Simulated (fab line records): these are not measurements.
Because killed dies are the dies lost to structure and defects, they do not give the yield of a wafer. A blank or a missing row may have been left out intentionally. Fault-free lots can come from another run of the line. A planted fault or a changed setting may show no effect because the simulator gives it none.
Which tool was responsible? | flow gf180mcu | 72 wafers from 24 lots sampled at 6 of the route's 602 steps

== WHAT THE GAUGES SHOWED, per wafer ==
GF_HV_LDD_OVL_MEAS_20. Usual: for HV_LDD_01_OVL the level is -0.2 nm and the standard deviation is 1.3.
lot  | measured     | on         | HV_LDD_01_OVL (nm) | flag
L074 | day 10 20:25 | overlay-02 | 0.0 0.8 0.9        |
L075 | day 11 02:37 | overlay-01 | 2.2 1.3 1.1        |
L076 | day 11 03:55 | overlay-01 | -1.4 -0.8 -2.0     |
L077 | day 11 17:34 | overlay-01 | -1.1 -1.7 -3.4     |
L078 | day 11 23:12 | overlay-01 | -1.9 2.3 0.7       |
L079 | day 12 08:04 | overlay-02 | 1.9 0.6 -1.3       |
L080 | day 12 20:54 | overlay-01 | 0.4 1.5 0.0        |
L081 | day 13 03:48 | overlay-01 | 0.9 1.1 -0.3       |
L082 | day 13 07:34 | overlay-01 | -1.0 0.4 -1.7      |
L083 | day 13 15:49 | overlay-02 | 0.5 0.8 -0.3       |
L084 | day 13 22:25 | overlay-02 | 1.4 2.2 2.9        |
L085 | day 14 02:40 | overlay-02 | 1.5 -0.7 -1.5      |
L086 | day 14 12:46 | overlay-02 | -0.4 -1.3 0.5      |
L087 | day 14 14:51 | overlay-01 | -0.6 -0.1 0.7      |
L088 | day 15 00:15 | overlay-01 | 0.1 1.3 -1.4       |
L089 | day 15 05:10 | overlay-02 | -2.4 -2.7 -0.6     |
L090 | day 15 13:22 | overlay-02 | 0.8 0.1 0.4        |
L091 | day 15 21:43 | overlay-02 | -1.2 -1.0 -2.9     |
L092 | day 16 03:48 | overlay-01 | -0.5 -2.6 -3.6     |
L093 | day 16 10:28 | overlay-02 | -1.1 -0.5 1.2      |
L094 | day 16 16:58 | overlay-02 | 1.2 0.2 0.1        |
L095 | day 17 00:57 | overlay-01 | -2.1 -1.4 -0.4     |
L096 | day 17 08:48 | overlay-01 | -1.0 0.9 1.3       |
L097 | day 17 13:01 | overlay-01 | -0.6 -2.0 -0.6     |

GF_M1_CD_MEAS_14: the cd target is 230 nm. Usual: cd_nm 230.4 nm, standard deviation 1.4.
lot  | measured     | on        | cd_nm (nm)        | flag
L074 | day 16 23:38 | cd_sem-01 | 232.3 232.7 232.3 |
L075 | day 17 09:11 | cd_sem-01 | 228.6 229.2 228.7 |
L076 | day 17 11:43 | cd_sem-02 | 230.6 232.0 231.9 |
L077 | day 18 01:14 | cd_sem-02 | 229.6 228.6 230.3 |
L078 | day 18 10:23 | cd_sem-02 | 230.9 229.0 230.4 |
L079 | day 18 21:17 | cd_sem-01 | 231.0 229.9 229.0 |
L080 | day 19 12:34 | cd_sem-01 | 230.8 231.0 231.9 |
L081 | day 19 20:44 | cd_sem-01 | 231.3 231.7 231.3 |
L082 | day 20 01:32 | cd_sem-02 | 232.3 232.4 235.0 |
L083 | day 20 16:24 | cd_sem-01 | 231.8 231.4 231.7 |
L084 | day 20 21:00 | cd_sem-01 | 232.2 231.8 231.5 |
L085 | day 21 08:00 | cd_sem-01 | 231.7 229.3 231.2 |
L086 | day 21 18:26 | cd_sem-02 | 230.8 229.5 230.7 |
L087 | day 21 21:37 | cd_sem-01 | 231.8 231.0 231.8 |
L088 | day 22 09:39 | cd_sem-02 | 231.3 231.4 230.8 |
L089 | day 22 13:32 | cd_sem-01 | 230.3 229.2 229.9 |
L090 | day 22 19:32 | cd_sem-02 | 230.9 230.4 230.9 |
L091 | day 23 03:44 | cd_sem-01 | 227.9 229.5 229.4 |
L092 | day 23 10:34 | cd_sem-02 | 229.0 228.9 228.3 |
L093 | day 23 17:51 | cd_sem-01 | 229.7 229.9 229.5 |
L094 | day 23 21:59 | cd_sem-02 | 227.0 228.2 227.6 |
L095 | day 24 06:48 | cd_sem-01 | 230.1 230.1 228.4 |
L096 | day 24 15:58 | cd_sem-02 | 229.9 230.5 230.7 |
L097 | day 24 20:02 | cd_sem-02 | 229.3 229.8 230.1 |

GF_M2_CD_MEAS_14: the cd target is 280 nm. Usual: cd_nm 279.8 nm, standard deviation 1.2.
lot  | measured     | on        | cd_nm (nm)        | flag
L074 | day 19 01:19 | cd_sem-01 | 281.0 281.8 281.8 |
L075 | day 19 12:09 | cd_sem-02 | 280.6 280.6 279.5 |
L076 | day 19 14:52 | cd_sem-02 | 279.8 280.1 278.9 |
L077 | day 20 06:33 | cd_sem-01 | 279.9 280.1 279.4 |
L078 | day 20 15:17 | cd_sem-02 | 277.4 278.7 278.1 |
L079 | day 21 02:47 | cd_sem-01 | 280.1 280.0 281.0 |
L080 | day 21 16:47 | cd_sem-02 | 278.9 278.3 277.0 |
L081 | day 22 01:53 | cd_sem-01 | 281.0 282.1 280.5 |
L082 | day 22 05:27 | cd_sem-02 | 280.0 279.3 278.6 |
L083 | day 22 20:36 | cd_sem-01 | 278.9 278.0 279.5 |
L084 | day 22 23:39 | cd_sem-01 | 281.2 280.7 280.9 |
L085 | day 23 09:13 | cd_sem-01 | 279.1 277.8 278.2 |
L086 | day 23 20:03 | cd_sem-02 | 277.9 279.0 280.2 |
L087 | day 23 22:37 | cd_sem-02 | 278.4 280.2 280.0 |
L088 | day 24 09:45 | cd_sem-01 | 281.0 280.1 279.7 |
L089 | day 24 14:31 | cd_sem-02 | 280.7 280.9 280.4 |
L090 | day 24 20:13 | cd_sem-01 | 277.7 278.9 279.1 |
L091 | day 25 03:04 | cd_sem-01 | 279.9 279.4 279.4 |
L092 | day 25 09:05 | cd_sem-01 | 281.1 281.6 281.7 |
L093 | day 25 16:34 | cd_sem-02 | 278.5 279.2 278.4 |
L094 | day 25 20:30 | cd_sem-01 | 281.4 281.6 281.0 |
L095 | day 26 05:24 | cd_sem-01 | 279.8 279.3 279.9 |
L096 | day 26 14:17 | cd_sem-02 | 281.6 281.5 280.2 |
L097 | day 26 16:43 | cd_sem-01 | 278.2 279.1 279.3 |

GF_V5_THK_MEAS_03. Usual: for V5_CVD_02_THK the level is 1449 nm and the standard deviation is 19.
lot  | measured     | on            | V5_CVD_02_THK (nm) | flag
L074 | day 26 06:28 | film_metro-02 | 1441 1443 1470     |
L075 | day 26 15:08 | film_metro-03 | 1424 1452 1470     |
L076 | day 26 19:12 | film_metro-01 | 1432 1456 1458     |
L077 | day 27 07:50 | film_metro-02 | 1483 1454 1476     |
L078 | day 27 13:49 | film_metro-03 | 1443 1435 1439     |
L079 | day 27 22:52 | film_metro-02 | 1452 1471 1479     |
L080 | day 28 10:18 | film_metro-01 | 1447 1421 1449     |
L081 | day 28 18:36 | film_metro-03 | 1429 1443 1461     |
L082 | day 28 21:19 | film_metro-03 | 1448 1435 1436     |
L083 | day 29 11:00 | film_metro-03 | 1436 1440 1455     |
L084 | day 29 16:48 | film_metro-01 | 1438 1434 1466     |
L085 | day 29 19:20 | film_metro-02 | 1431 1454 1460     |
L086 | day 30 03:56 | film_metro-02 | 1433 1448 1487     |
L087 | day 30 08:15 | film_metro-02 | 1429 1426 1458     |
L088 | day 30 16:03 | film_metro-02 | 1419 1434 1467     |
L089 | day 30 20:14 | film_metro-02 | 1419 1441 1446     |
L090 | day 31 00:52 | film_metro-01 | 1452 1457 1474     |
L091 | day 31 07:39 | film_metro-01 | 1456 1424 1477     |
L092 | day 31 12:22 | film_metro-03 | 1404 1463 1470     |
L093 | day 31 18:23 | film_metro-02 | 1439 1482 1468     |
L094 | day 31 23:00 | film_metro-02 | 1468 1484 1487     |
L095 | day 32 05:47 | film_metro-03 | 1431 1436 1442     |
L096 | day 32 11:17 | film_metro-02 | 1463 1455 1467     |
L097 | day 32 13:22 | film_metro-01 | 1439 1441 1475     |

== TOOL THAT RAN EACH LOT (tool first, then ch and the chambers of the sampled wafers, then the start) ==
lot  | GF_DUAL_GATE_STRIP_13                | GF_M3_SPUTTER_04
L074 | plasma_asher-01 ch 0,1, day 8 12:33  | pvd_sputter-02, day 20 05:58
L075 | plasma_asher-04 ch 0,1, day 8 18:35  | pvd_sputter-03, day 20 16:07
L076 | plasma_asher-03 ch 0,1, day 8 19:46  | pvd_sputter-02, day 20 18:57
L077 | plasma_asher-03 ch 0,1, day 9 03:52  | pvd_sputter-02, day 21 11:01
L078 | plasma_asher-04 ch 0,1, day 9 09:01  | pvd_sputter-02, day 21 18:50
L079 | plasma_asher-01 ch 0,1, day 9 18:47  | pvd_sputter-02, day 22 05:47
L080 | plasma_asher-01 ch 0,1, day 10 06:52 | pvd_sputter-02, day 22 19:08
L081 | plasma_asher-03 ch 0,1, day 10 14:01 | pvd_sputter-03, day 23 04:16
L082 | plasma_asher-01 ch 0,1, day 10 17:35 | pvd_sputter-04, day 23 07:31
L083 | plasma_asher-03 ch 0, day 11 01:39   | pvd_sputter-02, day 23 22:49
L084 | plasma_asher-03 ch 0,1, day 11 07:29 | pvd_sputter-03, day 24 01:43
L085 | plasma_asher-01 ch 0,1, day 11 12:38 | pvd_sputter-04, day 24 10:47
L086 | plasma_asher-04 ch 0,1, day 11 18:46 | pvd_sputter-04, day 24 21:19
L087 | plasma_asher-03 ch 0,1, day 11 22:32 | pvd_sputter-03, day 24 23:50
L088 | plasma_asher-01 ch 0,1, day 12 07:46 | pvd_sputter-04, day 25 10:10
L089 | plasma_asher-04 ch 0,1, day 12 10:41 | pvd_sputter-03, day 25 14:52
L090 | plasma_asher-03 ch 0,1, day 12 17:19 | pvd_sputter-02, day 25 20:37
L091 | plasma_asher-04 ch 0,1, day 13 02:08 | pvd_sputter-02, day 26 03:26
L092 | plasma_asher-01 ch 1, day 13 08:17   | pvd_sputter-02, day 26 09:14
L093 | plasma_asher-03 ch 0,1, day 13 14:19 | pvd_sputter-02, day 26 16:23
L094 | plasma_asher-01 ch 0,1, day 13 21:32 | pvd_sputter-03, day 26 20:52
L095 | plasma_asher-03 ch 0,1, day 14 04:11 | pvd_sputter-04, day 27 05:47
L096 | plasma_asher-01 ch 0,1, day 14 10:10 | pvd_sputter-02, day 27 14:08
L097 | plasma_asher-04 ch 0,1, day 14 15:41 | pvd_sputter-02, day 27 16:08
- GF_DUAL_GATE_STRIP_13: strips in O2/N2.
- GF_M3_SPUTTER_04: material TiN, target thk 50 nm, time 43.56 s.

== AS READ BY THE TOOLS THEMSELVES (means over the sampled wafers that have a number; for cases with no such wafer, the mark the record gives instead) ==
GF_DUAL_GATE_STRIP_13. Usual: drypump_motor_current_A 5.7 A, standard deviation 0.41; heater_power_w 330 W, standard deviation 18; n2_flow_sccm 300.1 sccm, standard deviation 0.95; oes_product_au 0.716 a.u., standard deviation 0.0049; platen_temp_c 249.99 C, standard deviation 0.19; strip_time_to_endpoint_s 12.64 s, standard deviation 0.032.
lot  | tool            | drypump_motor_current_A (A) | heater_power_w (W) | n2_flow_sccm (sccm) | oes_product_au (a.u.) | platen_temp_c (C) | strip_time_to_endpoint_s (s) | flag
L074 | plasma_asher-01 | 5.2                         | 343                | 300.7               | 0.719                 | 249.93            | 12.63                        |
L075 | plasma_asher-04 | 6.0                         | 343                | 300.1               | 0.718                 | 249.95            | 12.64                        |
L076 | plasma_asher-03 | 5.8                         | 309                | 300.0               | 0.714                 | 249.99            | 12.66                        |
L077 | plasma_asher-03 | 5.8                         | 306                | 299.1               | 0.714                 | 249.96            | 12.69                        |
L078 | plasma_asher-04 | 6.0                         | 341                | 300.0               | 0.718                 | 249.89            | 12.66                        |
L079 | plasma_asher-01 | 5.4                         | 342                | 300.4               | 0.717                 | 250.09            | 12.65                        |
L080 | plasma_asher-01 | 5.4                         | 342                | 299.6               | 0.710                 | 250.06            | 12.67                        |
L081 | plasma_asher-03 | 5.9                         | 310                | 300.7               | 0.715                 | 249.97            | 12.67                        |
L082 | plasma_asher-01 | 5.2                         | 341                | 299.6               | 0.719                 | 249.88            | 12.64                        |
L083 | plasma_asher-03 | 5.7                         | 317                | 301.1               | 0.715                 | 249.99            | 12.61                        |
L084 | plasma_asher-03 | 5.9                         | 311                | 299.9               | 0.719                 | 250.04            | 12.61                        |
L085 | plasma_asher-01 | 5.4                         | 336                | 299.7               | 0.714                 | 250.04            | 12.66                        |
L086 | plasma_asher-04 | 6.2                         | 346                | 299.1               | 0.716                 | 249.99            | 12.60                        |
L087 | plasma_asher-03 | 5.8                         | 313                | 299.3               | 0.722                 | 250.30            | 12.64                        |
L088 | plasma_asher-01 | 5.4                         | 340                | 298.8               | 0.715                 | 249.76            | 12.70                        |
L089 | plasma_asher-04 | 6.0                         | 338                | 299.9               | 0.715                 | 249.98            | 12.61                        |
L090 | plasma_asher-03 | 5.9                         | 302                | 300.6               | 0.719                 | 249.97            | 12.64                        |
L091 | plasma_asher-04 | 6.0                         | 344                | 299.8               | 0.718                 | 250.05            | 12.65                        |
L092 | plasma_asher-01 | 5.0                         | 347                | 300.7               | 0.717                 | 250.07            | 12.63                        |
L093 | plasma_asher-03 | 5.9                         | 308                | 300.4               | 0.718                 | 249.91            | 12.64                        |
L094 | plasma_asher-01 | 5.4                         | 343                | 300.6               | 0.711                 | 250.09            | 12.58                        |
L095 | plasma_asher-03 | 5.9                         | 309                | 300.2               | 0.716                 | 249.98            | 12.62                        |
L096 | plasma_asher-01 | 5.4                         | 337                | 299.9               | 0.712                 | 249.97            | 12.62                        |
L097 | plasma_asher-04 | 6.1                         | 344                | 300.3               | 0.714                 | 249.99            | 12.63                        |

GF_M3_SPUTTER_04. Usual: throttle_valve_pct 30.0 %, standard deviation 1.
lot  | tool           | throttle_valve_pct (%) | flag
L074 | pvd_sputter-02 | 30.0                   |
L075 | pvd_sputter-03 | 30.0                   |
L076 | pvd_sputter-02 | 30.3                   |
L077 | pvd_sputter-02 | 30.2                   |
L078 | pvd_sputter-02 | 30.5                   |
L079 | pvd_sputter-02 | 30.4                   |
L080 | pvd_sputter-02 | 30.5                   |
L081 | pvd_sputter-03 | 29.6                   |
L082 | pvd_sputter-04 | 29.9                   |
L083 | pvd_sputter-02 | 30.4                   |
L084 | pvd_sputter-03 | 30.1                   |
L085 | pvd_sputter-04 | 30.8                   |
L086 | pvd_sputter-04 | 29.2                   |
L087 | pvd_sputter-03 | 29.8                   |
L088 | pvd_sputter-04 | 30.3                   |
L089 | pvd_sputter-03 | 30.1                   |
L090 | pvd_sputter-02 | 29.9                   |
L091 | pvd_sputter-02 | 29.9                   |
L092 | pvd_sputter-02 | 29.7                   |
L093 | pvd_sputter-02 | 29.1                   |
L094 | pvd_sputter-03 | 29.3                   |
L095 | pvd_sputter-04 | 30.2                   |
L096 | pvd_sputter-02 | 30.6                   |
L097 | pvd_sputter-02 | 30.5                   |

== THE ANSWER, worked out from the rows above alone ==
Rule: lot off if the mean of its wafers having a number is beyond 3 standard deviations from the usual mean. Also off: a lot with no number at a reading for which 4 or more lots have one. Any other lot the step has rows for is counted as sound. After the gauges, taken in route order, come the tools' own readings; for these a lot's mean is taken, as printed above. The first step at which some lot is off is used, and at that step the reading that is off furthest; a lot without a number counts as furthest.
None of the lots is off at any reading shown; this tells nothing.

== WHAT THE SIMULATOR HAD INSERTED ==
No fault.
